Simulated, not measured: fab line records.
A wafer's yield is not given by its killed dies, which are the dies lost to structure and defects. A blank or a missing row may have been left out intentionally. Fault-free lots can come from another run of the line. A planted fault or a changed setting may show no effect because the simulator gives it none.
fab line records	flow sky130
record: lots: 7	wafers: 21	last_day: 50
route steps=708 shown CAPM@548 METAL3@555 PAD_OPEN@708
lots untouched by any fault: they come from a run of this same line in which no faults occurred
start_h: the number of hours between the record's first day and the start of the first shown wafer of the lot	wait_h: how many hours have passed since the lot's step before this one	" same as the row above	L1.1+2: a single row standing in for several wafers	- no value, or no start was given	* or withheld: withheld	< > ~ a bound
route shown NAME@n: NAME is a module with steps in the file, n the number in the route of the first one	usual: mean/standard deviation taken from wafers without a fault	same: alike in all rows	chamber/n: place in a boat	sites: the reading at each site	_std_site: how widely they spread, as a standard deviation	_edge_site: mean of outer sites minus mean of inner sites	radius_mm: how far each site lies from the wafer's centre	mask NAME#n: copy n	behind: the tool/chamber that last shaped the wafer	hold: the reason the lot was held/the length of the hold in hours/how it ended	device: transistor that didn't switch, given as n, p or np	end of line: tests run on the same wafers once the route is complete	a step without rows: its recipe alone	killed: dies lost to structure and defects at the first sort, not the wafer's yield	map: a wafer's dies, marking killed ones x, the rest . and places with no die _
set.NAME: the setting that was run; set.NAME@STEP: the one run at that earlier step	model.NAME: the simulator's own value behind a step, which no gauge read
lots seen at some steps along the route; tables by step, rows by wafer
services: a tool's chamber out of use, with start hour (start_h, from the record's first day; less than 0 if before it), hours out, and reason
== steps ==
step: SKY_CAPM_DEVELOP_11
recipe: resist: NOVOLAK	developer: TMAH	develop_time_s: 60	dev_temp_c: 23
step: SKY_CAPM_OVL_MEAS_12
usual: CAPM_OVL: -0.4/1.2
lot.wafer	tool	chamber	start_h	wait_h	CAPM_OVL[nm]
L985.2	overlay-01	-	944.27	0.1	1.1
L985.3	"	-	"	"	1.5
L985.5	"	-	"	"	0.4
L986.1	overlay-02	-	950.11	0.1	0.1
L986.2	"	-	"	"	0.1
L986.3	"	-	"	"	0.5
L989.1	overlay-02	-	974.06	0.1	-2.6
L989.3	"	-	"	"	-3.0
L989.4	"	-	"	"	-1.5
L991.2	overlay-02	-	986.55	0.1	0.3
L991.3	"	-	"	"	-0.3
L991.4	"	-	"	"	0.3
L992.3	overlay-02	-	993.12	0.1	-1.3
L992.4	"	-	"	"	-1.7
L992.5	"	-	"	"	-1.3
L996.2	overlay-02	-	1014.18	0.1	-0.2
L996.4	"	-	"	"	-0.2
L996.6	"	-	"	"	-0.3
L997.2	overlay-02	-	1018.62	0.1	-0.6
L997.3	"	-	"	"	-1.4
L997.4	"	-	"	"	-1.8
step: SKY_CAPM_METAL_ETCH_13
recipe: target_depth_nm: 220	stop_on: SiO2	chemistry: Cl2/BCl3	target: TiN	pressure_mtorr: 10	icp_w: 900	bias_w: 48.5	Cl2_flow_sccm: 60	bcl3_flow_sccm: 30	time_s: 62.9
usual: drypump_motor_current_A: 5.7/0.42	oes_product_au: 0.938/0.008	throttle_valve_pct: 21.903/0.0096
lot.wafer	tool	chamber	start_h	wait_h	drypump_motor_current_A	oes_product_au	rf_hours_counter_h	throttle_valve_pct
L985.2	rie_metal-02	1	944.32	0.0	5.7	0.945	-	21.901
L985.3	"	1	"	"	5.7	0.938	-	21.885
L985.5	"	1	"	"	5.7	0.946	-	21.901
L986.1	rie_metal-04	0	950.15	0.0	4.9	0.956	1	21.898
L986.2	"	1	"	"	6.1	0.948	4	21.894
L986.3	"	0	"	"	5.0	0.954	-	21.908
L989.1	rie_metal-04	1	974.10	0.0	6.1	0.935	5	21.912
L989.3	"	0	"	"	5.0	0.942	-	21.916
L989.4	"	1	"	"	6.1	0.949	-	21.903
L991.2	rie_metal-04	0	986.58	0.0	4.9	0.948	2	21.902
L991.3	"	1	"	"	6.1	0.951	-	21.899
L991.4	"	0	"	"	4.9	0.934	-	21.900
L992.3	rie_metal-04	0	993.17	0.0	4.9	0.944	-	21.911
L992.4	"	1	"	"	6.1	0.937	-	21.905
L992.5	"	1	"	"	6.0	0.937	-	21.900
L996.2	rie_metal-04	1	1014.21	0.0	6.1	0.936	7	21.902
L996.4	"	1	"	"	6.1	0.930	-	21.910
L996.6	"	1	"	"	6.1	0.941	-	21.904
L997.2	rie_metal-02	0	1018.65	0.0	6.4	0.931	3	21.918
L997.3	"	0	"	"	6.4	0.936	-	21.913
L997.4	"	1	"	"	5.7	0.947	-	21.902
step: SKY_CAPM_STRIP_14
recipe: chemistry: O2/N2	power_w: 1400	pressure_mtorr: 1500	platen_temp_c: withheld	o2_flow_sccm: 3000	n2_flow_sccm: 300	overash_fraction: 0.5
usual: drypump_motor_current_A: 5.6/0.46	oes_product_au: 0.710/0.0049	strip_time_to_endpoint_s: 12.62/0.045
lot.wafer	tool	chamber	start_h	wait_h	drypump_motor_current_A	oes_product_au	rf_hours_counter_h	strip_time_to_endpoint_s
L985.2	plasma_asher-04	1	944.45	0.1	4.9	0.712	115	12.65
L985.3	"	0	"	"	5.9	0.708	-	12.63
L985.5	"	1	"	"	4.9	0.704	-	12.66
L986.1	plasma_asher-03	1	950.22	0.1	5.6	0.707	82	12.59
L986.2	"	0	"	"	5.9	0.711	82	12.66
L986.3	"	0	"	"	5.9	0.720	-	12.61
L989.1	plasma_asher-04	1	974.17	0.1	5.0	0.712	118	12.66
L989.3	"	0	"	"	5.9	0.710	-	12.56
L989.4	"	1	"	"	5.0	0.705	-	12.67
L991.2	plasma_asher-03	1	986.66	0.1	5.6	0.703	86	12.57
L991.3	"	1	"	"	5.6	0.713	-	12.61
L991.4	"	0	"	"	5.9	0.717	-	12.60
L992.3	plasma_asher-03	1	993.26	0.1	5.6	0.703	-	12.57
L992.4	"	0	"	"	5.9	0.715	-	12.61
L992.5	"	0	"	"	5.9	0.717	-	12.60
L996.2	plasma_asher-03	1	1014.29	0.1	5.6	0.715	89	12.55
L996.4	"	1	"	"	5.7	0.716	-	12.59
L996.6	"	0	"	"	5.9	0.712	-	12.53
L997.2	plasma_asher-01	1	1018.72	0.1	5.0	0.706	28	12.56
L997.3	"	1	"	"	5.0	0.710	-	12.56
L997.4	"	0	"	"	6.4	0.709	-	12.54
step: SKY_CAPM_STRIP_15
recipe: chemistry: post_etch_residue_remover	time_s: 1200	temp_c: 72.5
step: SKY_CAPM_CLEAN_16
recipe: chemistry: IPA	time_s: 180	temp_c: 25
step: SKY_CAPM_CLEAN_17
recipe: chemistry: O3/DIW	dry: n2_spin
step: SKY_METAL3_DEHYDRATE_05
recipe: temp_c: 200	time_s: 60
step: SKY_METAL3_HMDS_06
recipe: prime_time_s: 60	prime_temp_c: 120
step: SKY_METAL3_COAT_07
recipe: resist: BARC	temp_c: withheld	time_s: withheld	spin_rpm: 3000	resist_thk_nm: 60
step: SKY_METAL3_COAT_08
recipe: resist: KrF-thick	spin_rpm: 3000	resist_thk_nm: 1140
step: SKY_METAL3_SOFTBAKE_09
recipe: temp_c: 100	time_s: 90	resist: KrF-thick
step: SKY_METAL3_EXPOSE_10
recipe: mask_id: MM3	na: 0.68	source_shape: annular	sigma_inner: 0.4	sigma_outer: 0.8	target_cd_nm: 300	dose_mj: 28
usual: exposure_dose_mJ_cm2: 28.00/0.031
lot.wafer	tool	chamber	start_h	wait_h	mask	exposure_dose_mJ_cm2
L985.2	krf_scanner-02	0	956.95	-	MM3#0	28.05
L985.3	"	0	"	"	MM3#0	28.03
L985.5	"	0	"	"	MM3#0	28.00
L986.1	krf_scanner-01	0	963.61	-	MM3#0	27.98
L986.2	"	0	"	"	MM3#0	27.98
L986.3	"	0	"	"	MM3#0	27.96
L989.1	krf_scanner-01	0	987.38	-	MM3#0	26.93
L989.3	"	0	"	"	MM3#0	26.85
L989.4	"	0	"	"	MM3#0	26.93
L991.2	krf_scanner-01	0	998.76	-	MM3#0	27.09
L991.3	"	0	"	"	MM3#0	27.09
L991.4	"	0	"	"	MM3#0	27.09
L992.3	krf_scanner-01	0	1004.59	-	MM3#0	27.14
L992.4	"	0	"	"	MM3#0	27.15
L992.5	"	0	"	"	MM3#0	27.12
L996.2	krf_scanner-02	0	1025.96	-	MM3#0	28.04
L996.4	"	0	"	"	MM3#0	28.02
L996.6	"	0	"	"	MM3#0	28.03
L997.2	krf_scanner-02	0	1030.81	-	MM3#0	27.96
L997.3	"	0	"	"	MM3#0	27.97
L997.4	"	0	"	"	MM3#0	27.93
step: SKY_METAL3_PEB_11
recipe: peb_temp_c: withheld	peb_time_s: withheld	resist: KrF-thick
step: SKY_METAL3_DEVELOP_12
recipe: develop_time_s: 60	resist: KrF-thick	dev_temp_c: 21
step: SKY_METAL3_CD_MEAS_13
recipe: target_cd_nm: 300
usual: cd_nm: 299.7/1.6
lot.wafer	tool	chamber	start_h	wait_h	cd_nm
L985.2	cd_sem-01	-	968.73	-	301.0
L985.3	"	-	"	"	300.7
L985.5	"	-	"	"	300.9
L986.1	cd_sem-02	-	974.54	-	298.3
L986.2	"	-	"	"	297.3
L986.3	"	-	"	"	298.7
L989.1	cd_sem-02	-	998.41	-	306.5
L989.3	"	-	"	"	306.9
L989.4	"	-	"	"	306.0
L991.2	cd_sem-02	-	1009.88	-	306.3
L991.3	"	-	"	"	306.3
L991.4	"	-	"	"	307.6
L992.3	cd_sem-02	-	1015.68	-	304.5
L992.4	"	-	"	"	304.2
L992.5	"	-	"	"	303.7
L996.2	cd_sem-02	-	1037.01	-	299.9
L996.4	"	-	"	"	301.6
L996.6	"	-	"	"	299.7
L997.2	cd_sem-01	-	1041.13	-	299.5
L997.3	"	-	"	"	298.2
L997.4	"	-	"	"	300.3
step: SKY_METAL3_OVL_MEAS_14
usual: METAL3_OVL: 1/6.5
lot.wafer	tool	chamber	start_h	wait_h	METAL3_OVL[nm]
L985.2	overlay-01	-	968.84	0.1	1
L985.3	"	-	"	"	15
L985.5	"	-	"	"	14
L986.1	overlay-02	-	974.66	0.1	0
L986.2	"	-	"	"	2
L986.3	"	-	"	"	3
L989.1	overlay-02	-	998.53	0.1	-2
L989.3	"	-	"	"	2
L989.4	"	-	"	"	-2
L991.2	overlay-02	-	1009.99	0.1	-1
L991.3	"	-	"	"	-5
L991.4	"	-	"	"	-2
L992.3	overlay-02	-	1015.77	0.1	7
L992.4	"	-	"	"	3
L992.5	"	-	"	"	4
L996.2	overlay-02	-	1037.11	0.1	-2
L996.4	"	-	"	"	-1
L996.6	"	-	"	"	3
L997.2	overlay-01	-	1041.24	0.1	0
L997.3	"	-	"	"	8
L997.4	"	-	"	"	-4
step: SKY_METAL3_DESCUM_15
recipe: chemistry: O2	source_power_w: 150	bias_power_w: 0	pressure_mtorr: 10	temp_c: 40	time_s: 8
usual: drypump_motor_current_A: 5.6/0.51	oes_product_au: 0.995/0.0097
lot.wafer	tool	chamber	start_h	wait_h	drypump_motor_current_A	oes_product_au	rf_hours_counter_h	model.METAL3.cd_nm
L985.2	rie_metal-04	0	968.87	0.0	5.0	1.013	1	301.4
L985.3	"	0	"	"	5.0	1.015	-	301.2
L985.5	"	1	"	"	6.1	0.990	-	301.4
L986.1	rie_metal-01	0	974.69	0.0	5.3	0.992	22	297.6
L986.2	"	0	"	"	5.3	0.986	-	297
L986.3	"	0	"	"	5.3	0.995	-	298.5
L989.1	rie_metal-01	1	998.57	0.0	6.6	1.009	11	306.4
L989.3	"	1	"	"	6.6	1.002	-	307.2
L989.4	"	0	"	"	5.3	0.998	-	304.9
L991.2	rie_metal-04	0	1010.02	0.0	5.0	1.008	3	306.5
L991.3	"	0	"	"	4.9	1.003	-	306.6
L991.4	"	1	"	"	6.1	0.978	-	307.8
L992.3	rie_metal-01	0	1015.80	0.0	5.3	0.986	-	304.3
L992.4	"	1	"	"	6.6	1.005	-	304.8
L992.5	"	0	"	"	5.3	0.991	-	303
L996.2	rie_metal-04	0	1037.14	0.0	4.9	1.013	5	300
L996.4	"	1	"	"	6.1	0.989	-	301.8
L996.6	"	0	"	"	4.9	1.004	-	299.9
L997.2	rie_metal-04	1	1041.27	0.0	6.1	0.987	9	299.8
L997.3	"	1	"	"	6.1	0.985	-	298.6
L997.4	"	0	"	"	4.9	0.998	-	300.1
step: SKY_METAL3_ETCH_16
recipe: chemistry: N2/H2	target: BARC	ion_energy_ev: 200	bias_w: 100	pressure_mtorr: 30	n2_flow_sccm: 100	h2_flow_sccm: 200	icp_w: 500	stop_on: SiO2	time_s: 88.2	target_depth_a: 600
usual: drypump_motor_current_A: 5.7/0.51	oes_product_au: 0.626/0.0044	throttle_valve_pct: 13.205/0.0095
lot.wafer	tool	chamber	start_h	wait_h	drypump_motor_current_A	oes_product_au	rf_hours_counter_h	throttle_valve_pct
L985.2	rie_metal-04	0	968.90	0.0	5.0	0.624	1	13.196
L985.3	"	0	"	"	4.9	0.628	-	13.180
L985.5	"	1	"	"	6.1	0.627	-	13.213
L986.1	rie_metal-01	0	974.75	0.1	5.2	0.627	22	13.210
L986.2	"	0	"	"	5.3	0.628	-	13.186
L986.3	"	0	"	"	5.2	0.624	-	13.195
L989.1	rie_metal-01	1	998.60	0.0	6.6	0.620	11	13.206
L989.3	"	1	"	"	6.6	0.624	-	13.224
L989.4	"	0	"	"	5.3	0.623	-	13.204
L991.2	rie_metal-04	0	1010.05	0.0	5.0	0.622	3	13.201
L991.3	"	0	"	"	4.9	0.621	-	13.183
L991.4	"	1	"	"	6.1	0.624	-	13.195
L992.3	rie_metal-01	0	1015.86	0.0	5.3	0.622	-	13.211
L992.4	"	1	"	"	6.6	0.625	-	13.210
L992.5	"	0	"	"	5.3	0.622	-	13.227
L996.2	rie_metal-04	0	1037.17	0.0	5.0	0.625	5	13.207
L996.4	"	1	"	"	6.1	0.623	-	13.205
L996.6	"	0	"	"	5.0	0.621	-	13.215
L997.2	rie_metal-04	1	1041.30	0.0	6.1	0.626	9	13.188
L997.3	"	1	"	"	6.1	0.629	-	13.211
L997.4	"	0	"	"	5.0	0.627	-	13.210
step: SKY_METAL3_ETCH_17
recipe: target: SiO2	stop_on: TiN	chemistry: C4F8/O2/Ar	source_w: 1500	bias_w: 1200	pressure_mtorr: 40	c4f8_flow_sccm: withheld	O2_flow_sccm: 6	Ar_flow_sccm: 300	time_s: 3.9	target_depth_a: 150
usual: oes_product_au: 0.754/0.0067
lot.wafer	tool	chamber	start_h	wait_h	oes_product_au	rf_hours_counter_h	model.METAL3.cd_nm
L985.2	rie_diel-04	1	969.00	0.1	0.752	9	301.8
L985.3	"	0	"	"	0.739	7	301.8
L985.5	"	3	"	"	0.763	-	303.1
L986.1	rie_diel-03	0	974.95	0.2	0.750	16	298
L986.2	"	3	"	"	0.759	9	297
L986.3	"	1	"	"	0.750	14	299.2
L989.1	rie_diel-03	0	998.70	0.1	0.748	17	308.6
L989.3	"	3	"	"	0.759	10	310.1
L989.4	"	2	"	"	0.749	19	306.4
L991.2	rie_diel-04	3	1010.15	0.1	0.751	17	308.5
L991.3	"	1	"	"	0.757	10	308.4
L991.4	"	0	"	"	0.755	8	308.7
L992.3	rie_diel-02	1	1015.92	0.0	0.745	6	304.3
L992.4	"	0	"	"	0.752	14	307
L992.5	"	2	"	"	0.753	-	303.5
L996.2	rie_diel-02	2	1037.27	0.1	0.749	7	299.8
L996.4	"	0	"	"	0.758	15	303.1
L996.6	"	2	"	"	0.755	-	300.1
L997.2	rie_diel-03	0	1041.40	0.1	0.748	18	300.7
L997.3	"	3	"	"	0.759	12	300
L997.4	"	1	"	"	0.745	16	299.7
step: SKY_METAL3_METAL_ETCH_18
recipe: target_depth_a: 8450	stop_on: SiO2	over_etch_frac: 0.3	time_s: 183.1	chemistry: Cl2/BCl3	resist_sidewall_deg: 88	pressure_mtorr: 10	icp_w: 900	bias_w: 48.5	Cl2_flow_sccm: 60	bcl3_flow_sccm: 30
usual: drypump_motor_current_A: 5.7/0.51	oes_product_au: 0.863/0.0066	throttle_valve_pct: 22.265/0.0091
lot.wafer	tool	chamber	start_h	wait_h	drypump_motor_current_A	oes_product_au	rf_hours_counter_h	throttle_valve_pct
L985.2	rie_metal-01	0	969.07	0.1	5.3	0.861	-	22.269
L985.3	"	0	"	"	5.3	0.860	-	22.272
L985.5	"	0	"	"	5.3	0.860	-	22.277
L986.1	rie_metal-03	1	974.97	0.0	5.5	0.853	12	22.264
L986.2	"	0	"	"	5.8	0.866	9	22.261
L986.3	"	0	"	"	5.8	0.862	-	22.251
L989.1	rie_metal-04	1	998.71	0.0	6.1	0.860	6	22.272
L989.3	"	0	"	"	4.9	0.863	-	22.258
L989.4	"	1	"	"	6.1	0.860	-	22.266
L991.2	rie_metal-03	1	1010.16	0.0	5.5	0.872	14	22.269
L991.3	"	1	"	"	5.5	0.877	-	22.264
L991.4	"	0	"	"	5.8	0.878	-	22.283
L992.3	rie_metal-04	0	1016.00	0.1	4.9	0.853	-	22.256
L992.4	"	1	"	"	6.1	0.865	-	22.264
L992.5	"	0	"	"	4.9	0.856	-	22.278
L996.2	rie_metal-01	1	1037.35	0.1	6.6	0.869	-	22.265
L996.4	"	1	"	"	6.6	0.871	-	22.275
L996.6	"	1	"	"	6.6	0.861	-	22.261
L997.2	rie_metal-01	1	1041.47	0.1	6.6	0.855	-	22.261
L997.3	"	1	"	"	6.6	0.852	-	22.248
L997.4	"	1	"	"	6.6	0.859	-	22.267
step: SKY_PAD_OPEN_PROBE_99
usual: defect_limited_yield: 82.4/1.7	killed_at_M0_to_M3: 44/6.9	killed_at_M4_up: 3.3/1.7	killed_at_contacts: 24/4.7	killed_at_front_end: 15/4.5	killed_at_other: 0.2/0.49	killed_dies: 86/8.4	killed_on_rim: 17/4.2	killed_open: 47/6.5	killed_short: 39/6	sort_bin_3_pad_short: 0.9/0.4	sort_bin_5_function: 10.4/1.5	sort_bin_6_memory: 6.3/1	sort_n_pass: 406/8.4	sort_yield_pct: 82.4/1.7
same: gross_dies: 492	killed_at_back_side: 0	sort_bin_4_leakage[%]: 0	sort_bin_8_speed[%]: 0
lot.wafer	tool	chamber	start_h	wait_h	defect_limited_yield[%]	killed_at_M0_to_M3	killed_at_M4_up	killed_at_contacts	killed_at_front_end	killed_at_other	killed_dies	killed_on_rim	killed_open	killed_short	sort_bin_3_pad_short[%]	sort_bin_5_function[%]	sort_bin_6_memory[%]	sort_n_pass	sort_yield_pct[%]
L985.2	prober-02	-	1130.01	0.1	83.1	39	3	22	19	0	83	16	46	37	0.6	9.3	6.9	409	83.1
L985.3	prober-02	-	1130.06	0.2	87.8	23	1	20	16	0	60	12	33	27	0.4	7.5	4.3	432	87.8
L985.5	prober-02	-	1130.16	0.2	82.9	39	2	27	15	1	84	19	45	39	0.8	8.9	7.3	408	82.9
L986.1	prober-01	-	1135.94	0.1	80.1	41	6	29	22	0	98	20	51	47	1.6	11.0	7.3	394	80.1
L986.2	prober-01	-	1135.99	0.1	86.4	34	3	19	11	0	67	13	44	23	0.4	7.3	5.9	425	86.4
L986.3	prober-01	-	1136.04	0.2	80.7	37	7	31	19	1	95	20	52	43	1.2	10.6	7.5	397	80.7
L989.1	prober-02	-	1154.39	0.1	82.7	40	2	23	20	0	85	11	46	39	0.6	8.3	8.3	407	82.7
L989.3	prober-02	-	1154.49	0.2	84.1	35	3	29	11	0	78	18	36	42	0.8	9.3	5.7	414	84.1
L989.4	prober-02	-	1154.54	0.2	83.7	42	6	20	12	0	80	17	33	47	0.8	9.3	6.1	412	83.7
L991.2	prober-01	-	1162.40	0.1	83.1	43	4	16	19	1	83	23	47	36	0.2	9.6	7.1	409	83.1
L992.3	prober-01	-	1165.94	0.2	83.5	47	1	15	17	1	81	14	40	41	0.6	10.4	5.5	411	83.5
L992.4	prober-01	-	1165.99	0.2	81.1	50	5	24	14	0	93	16	52	41	0.8	11.8	6.3	399	81.1
L992.5	prober-01	-	1166.04	0.2	81.7	49	3	26	11	1	90	14	49	41	1.0	11.2	6.1	402	81.7
L997.2	prober-02	-	1188.39	0.1	82.9	42	2	24	16	0	84	12	46	38	1.0	9.3	6.7	408	82.9
L997.3	prober-02	-	1188.44	0.2	82.9	40	5	27	11	1	84	14	51	33	1.0	10.4	5.7	408	82.9
L997.4	prober-02	-	1188.49	0.2	84.1	34	6	21	17	0	78	16	47	31	0.4	8.7	6.7	414	84.1
killed by level:class
L985.2 VIA1:geometric_particle:open=8 CONTACT:geometric_particle:open=7 FIELD_ISO:geometric_particle:open=6 LI_CONTACT:geometric_particle:open=6 VIA2:geometric_particle:open=6 METAL1:geometric_particle:short=5 FIELD_ISO:geometric_particle:short=4 POLY_GATE:geometric_particle:open=4
L985.3 VIA1:geometric_particle:open=8 CONTACT:geometric_particle:open=8 POLY_GATE:geometric_particle:short=6 FIELD_ISO:geometric_particle:open=4 LOCAL_INTERCONNECT:geometric_particle:short=4 VIA3:geometric_particle:open=4 POLY_GATE:geometric_particle:open=3 LI_CONTACT:geometric_particle:open=3
L985.5 CONTACT:geometric_particle:open=12 VIA1:geometric_particle:open=8 METAL1:geometric_particle:short=7 VIA2:geometric_particle:open=6 VIA3:geometric_particle:open=6 LI_CONTACT:geometric_particle:open=5 LOCAL_INTERCONNECT:geometric_particle:short=5 FIELD_ISO:geometric_particle:open=4
L986.1 CONTACT:geometric_particle:open=12 CONTACT:geometric_particle:short=8 VIA3:geometric_particle:open=7 METAL2:geometric_particle:short=6 METAL4:geometric_particle:short=6 LI_CONTACT:geometric_particle:open=5 VIA1:geometric_particle:open=5 METAL2:geometric_particle:open=5
L986.2 VIA2:geometric_particle:open=9 VIA3:geometric_particle:open=9 CONTACT:geometric_particle:open=6 VIA1:geometric_particle:open=6 FIELD_ISO:geometric_particle:short=4 LI_CONTACT:geometric_particle:open=4 CONTACT:geometric_particle:short=3 METAL4:geometric_particle:short=3
L986.3 LI_CONTACT:geometric_particle:open=9 CONTACT:geometric_particle:open=9 VIA1:geometric_particle:open=9 LI_CONTACT:geometric_particle:short=7 FIELD_ISO:geometric_particle:open=5 POLY_GATE:geometric_particle:open=5 METAL1:geometric_particle:short=5 VIA3:geometric_particle:open=5
L989.1 VIA3:geometric_particle:open=12 LI_CONTACT:geometric_particle:open=9 LOCAL_INTERCONNECT:geometric_particle:short=6 FIELD_ISO:geometric_particle:short=5 FIELD_ISO:geometric_particle:open=5 POLY_GATE:geometric_particle:short=5 VIA1:geometric_particle:open=5 VIA2:geometric_particle:open=5
L989.3 CONTACT:geometric_particle:short=9 CONTACT:geometric_particle:open=9 VIA1:geometric_particle:open=6 LOCAL_INTERCONNECT:geometric_particle:short=5 VIA2:geometric_particle:short=5 VIA3:geometric_particle:open=5 LI_CONTACT:geometric_particle:open=4 VIA1:geometric_particle:short=4
L989.4 VIA2:geometric_particle:short=7 CONTACT:geometric_particle:short=6 VIA2:geometric_particle:open=6 METAL1:geometric_particle:short=5 LI_CONTACT:geometric_particle:open=5 VIA1:geometric_particle:short=5 METAL4:geometric_particle:short=5 CONTACT:geometric_particle:open=4
L991.2 VIA1:geometric_particle:open=10 POLY_GATE:geometric_particle:open=7 CONTACT:geometric_particle:open=7 METAL1:geometric_particle:short=6 LI_CONTACT:geometric_particle:short=5 VIA3:geometric_particle:short=5 VIA2:geometric_particle:open=5 FIELD_ISO:geometric_particle:open=4
L992.3 VIA1:geometric_particle:open=17 POLY_GATE:geometric_particle:short=7 LOCAL_INTERCONNECT:geometric_particle:short=5 METAL1:geometric_particle:short=5 VIA1:geometric_particle:short=5 METAL2:geometric_particle:short=5 VIA2:geometric_particle:open=4 VIA3:geometric_particle:open=4
L992.4 VIA1:geometric_particle:open=17 LOCAL_INTERCONNECT:geometric_particle:short=9 VIA2:geometric_particle:open=8 VIA3:geometric_particle:open=7 METAL2:geometric_particle:short=5 METAL4:geometric_particle:short=5 POLY_GATE:geometric_particle:open=4 LI_CONTACT:geometric_particle:open=4
L992.5 VIA1:geometric_particle:open=11 VIA3:geometric_particle:open=9 CONTACT:geometric_particle:open=8 VIA1:geometric_particle:short=7 LI_CONTACT:geometric_particle:open=6 LOCAL_INTERCONNECT:geometric_particle:short=5 CONTACT:geometric_particle:short=4 METAL2:geometric_particle:short=4
L997.2 VIA1:geometric_particle:open=10 LI_CONTACT:geometric_particle:open=10 VIA3:geometric_particle:open=6 VIA1:geometric_particle:short=6 FIELD_ISO:geometric_particle:short=5 CONTACT:geometric_particle:open=5 METAL1:geometric_particle:short=5 METAL2:geometric_particle:short=5
L997.3 LI_CONTACT:geometric_particle:open=12 VIA1:geometric_particle:open=10 VIA2:geometric_particle:open=8 LOCAL_INTERCONNECT:geometric_particle:short=7 VIA2:geometric_particle:short=5 VIA3:geometric_particle:open=5 CONTACT:geometric_particle:open=4 VIA1:geometric_particle:short=4
L997.4 CONTACT:geometric_particle:open=8 VIA1:geometric_particle:open=8 FIELD_ISO:geometric_particle:open=6 LI_CONTACT:geometric_particle:open=6 VIA3:geometric_particle:open=6 VIA2:geometric_particle:short=6 METAL2:geometric_particle:short=4 METAL4:geometric_particle:short=4
== services ==
tool	chamber	start_h	hours	kind
rie_diel-04	-	921.33	0.3	repair
rie_metal-02	-	921.47	15.6	pm
krf_scanner-02	-	934.47	1.3	pm
rie_diel-04	3	935.64	4.5	repair
krf_scanner-01	-	937.05	1.3	pm
rie_metal-02	-	938.23	0.4	repair
rie_metal-02	-	938.30	1.4	repair
rie_metal-02	-	946.98	1.5	repair
rie_diel-03	3	948.94	1.9	repair
rie_metal-01	0	950.78	12.2	repair
rie_metal-02	-	955.29	0.6	repair
krf_scanner-01	-	960.36	0.8	pm
rie_metal-03	-	961.36	0.7	repair
rie_diel-03	3	961.84	12.6	repair
krf_scanner-01	-	970.39	0.3	repair
krf_scanner-02	-	974.66	1.0	pm
rie_metal-02	1	979.04	6.5	repair
krf_scanner-01	-	979.48	4.0	pm
rie_metal-02	0	991.75	16.0	repair
rie_diel-03	0	1016.69	7.1	repair
krf_scanner-01	-	1017.48	36.0	pm
krf_scanner-02	-	1019.32	2.6	repair
rie_diel-04	-	1021.30	0.2	repair
krf_scanner-02	-	1035.49	1.8	repair
== key ==
first_sign: step: SKY_METAL3_EXPOSE_10	reading: exposure_dose_mJ_cm2	direction: down	sigmas: 31	usual: *	struck: *
effect: step: SKY_METAL3_CD_MEAS_13	reading: cd_nm	direction: up	sigmas: 3.9	usual: 299.7	struck: 305.8	through: control_loop
model_effect: step: SKY_METAL3_DESCUM_15	value: METAL3.cd_nm	without: 299.4	struck: 305.7
model_effect: step: SKY_METAL3_ETCH_17	value: METAL3.cd_nm	without: 301	struck: 307.3
met_at SKY_METAL3_EXPOSE_10
struck_wafers L989.1,L989.3,L989.4,L991.2,L991.3,L991.4,L992.3,L992.4,L992.5
loop_trim: step: SKY_METAL3_EXPOSE_10	setting: dose	lots: L991,L992
onset_between 963.61 987.38
fault: kind: process_parameter_drift	tool: krf_scanner-01	chamber: -	onset_h: 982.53	steps: SKY_METAL3_EXPOSE_10	channel: dose_mj	offset: -1.1108	shape: step	acts_in: these_recipes_only	stated: 28
loop_trim: a control loop set the setting to another value than it would have without faults
